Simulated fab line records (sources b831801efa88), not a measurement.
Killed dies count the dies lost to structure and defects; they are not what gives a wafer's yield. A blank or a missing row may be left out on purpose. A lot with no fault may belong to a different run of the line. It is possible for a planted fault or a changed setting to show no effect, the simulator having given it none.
Check for tools in common :: flow sky130 :: 11 lots, 33 wafers sampled

== WHY THIS WAS OPENED ==
At SKY_SPACER_THK_MEAS_01 the reading SPACER_CVD_00_THK is flagged on 1 of 11 lots. Wafers without a fault read 43.0 nm, standard deviation 0.37.
Rule: a lot is flagged in two cases, either no wafer of it has a number, or all its wafers with numbers fall more than 4 standard deviations from that mean. All remaining lots are regarded as sound.

lot: L749
measured: day 22 19:54
on: filmMetro-04
SPACER_CVD_00_THK (nm), wafer by wafer: 43.5 43.6 43.2
flag: 

lot: L750
measured: day 23 13:29
on: filmMetro-01
SPACER_CVD_00_THK (nm), wafer by wafer: 42.7 43.3 43.2
flag: 

lot: L751
measured: day 23 17:35
on: filmMetro-04
SPACER_CVD_00_THK (nm), wafer by wafer: 43.7 43.5 43.3
flag: 

lot: L752
measured: day 24 01:39
on: filmMetro-04
SPACER_CVD_00_THK (nm), wafer by wafer: 43.3 43.5 43.5
flag: 

lot: L756
measured: day 25 19:36
on: filmMetro-01
SPACER_CVD_00_THK (nm), wafer by wafer: 34.5 34.8 34.6
flag: FLAGGED

lot: L767
measured: day 29 11:29
on: filmMetro-01
SPACER_CVD_00_THK (nm), wafer by wafer: 42.9 43.2 42.9
flag: 

lot: L766
measured: day 29 13:01
on: filmMetro-01
SPACER_CVD_00_THK (nm), wafer by wafer: 42.8 42.8 42.4
flag: 

lot: L768
measured: day 29 16:22
on: filmMetro-01
SPACER_CVD_00_THK (nm), wafer by wafer: 42.3 42.6 42.2
flag: 

lot: L769
measured: day 30 19:02
on: filmMetro-01
SPACER_CVD_00_THK (nm), wafer by wafer: 43.1 43.0 43.5
flag: 

lot: L771
measured: day 30 21:00
on: filmMetro-01
SPACER_CVD_00_THK (nm), wafer by wafer: 43.0 43.0 42.8
flag: 

lot: L772
measured: day 31 04:33
on: filmMetro-01
SPACER_CVD_00_THK (nm), wafer by wafer: 43.1 43.3 43.2
flag: 
On average the flagged lots' numbers are 34.6 nm, which is -8.4 nm against the usual, or -23 standard deviations.

== WHICH TOOL EACH LOT WENT THROUGH ==
The record holds 1 process step before the reading, out of a route of 708 steps. Read each cell as the tool, then ch plus the chambers that the sampled wafers visited, then the start.
lot: L749
flag: 
SKY_SPACER_CVD_00: lpcvd-02 ch 0, day 22 18:41

lot: L750
flag: 
SKY_SPACER_CVD_00: lpcvd-02 ch 1, day 23 12:17

lot: L751
flag: 
SKY_SPACER_CVD_00: lpcvd-02 ch 0, day 23 16:22

lot: L752
flag: 
SKY_SPACER_CVD_00: lpcvd-02 ch 0, day 23 23:50

lot: L756
flag: FLAGGED
SKY_SPACER_CVD_00: lpcvd-02 ch 1, day 25 18:23

lot: L767
flag: 
SKY_SPACER_CVD_00: lpcvd-02 ch 1, day 29 10:16

lot: L766
flag: 
SKY_SPACER_CVD_00: lpcvd-02 ch 0, day 29 11:49

lot: L768
flag: 
SKY_SPACER_CVD_00: lpcvd-02 ch 0, day 29 15:10

lot: L769
flag: 
SKY_SPACER_CVD_00: lpcvd-02 ch 1, day 30 17:49

lot: L771
flag: 
SKY_SPACER_CVD_00: lpcvd-02 ch 1, day 30 19:47

lot: L772
flag: 
SKY_SPACER_CVD_00: lpcvd-02 ch 0, day 31 03:20
What is done by these steps:
- SKY_SPACER_CVD_00: deposits Si3N4 from DCS/NH3, target thk 43.1 nm, time 740 s.
- SKY_SPACER_THK_MEAS_01

== FLAGGED AGAINST TOTAL, ONE TOOL AT A TIME (gauges that did the reading follow at the end) ==
step: SKY_SPACER_CVD_00
tool: lpcvd-02
lots run: 11
flagged: 1
share of the flagged lots: all
sound lots run after its first flagged lot: 6 (L767,L766,L768,L769,L771,L772)

step: SKY_SPACER_THK_MEAS_01
tool: filmMetro-01
lots run: 8
flagged: 1
share of the flagged lots: all
sound lots run after its first flagged lot: 6 (L767,L766,L768,L769,L771,L772)

step: SKY_SPACER_THK_MEAS_01
tool: filmMetro-04
lots run: 3
flagged: 0
share of the flagged lots: none
sound lots run after its first flagged lot: -

== WHAT IS ALLOWED BY THE TABLE ==
2 rows of the table ran every flagged lot: lpcvd-02 at SKY_SPACER_CVD_00, filmMetro-01 at SKY_SPACER_THK_MEAS_01.
- lpcvd-02 at SKY_SPACER_CVD_00: 1 of its 11 lots flagged. Sound lots followed the first flagged one (L767, L766, L768, L769, L771, L772) on it, something a lasting fault affecting the whole tool could not allow. Its own readings lie more than 4 standard deviations out on every wafer of the flagged lots: pressureMtorr.
- filmMetro-01 at SKY_SPACER_THK_MEAS_01: 1 of its 8 lots flagged. Sound lots followed the first flagged one (L767, L766, L768, L769, L771, L772) on it, something a lasting fault affecting the whole tool could not allow.
None of the table's rows ran every flagged lot and, after the first, no sound lot.

== WHAT THE SIMULATOR PUT IN ==
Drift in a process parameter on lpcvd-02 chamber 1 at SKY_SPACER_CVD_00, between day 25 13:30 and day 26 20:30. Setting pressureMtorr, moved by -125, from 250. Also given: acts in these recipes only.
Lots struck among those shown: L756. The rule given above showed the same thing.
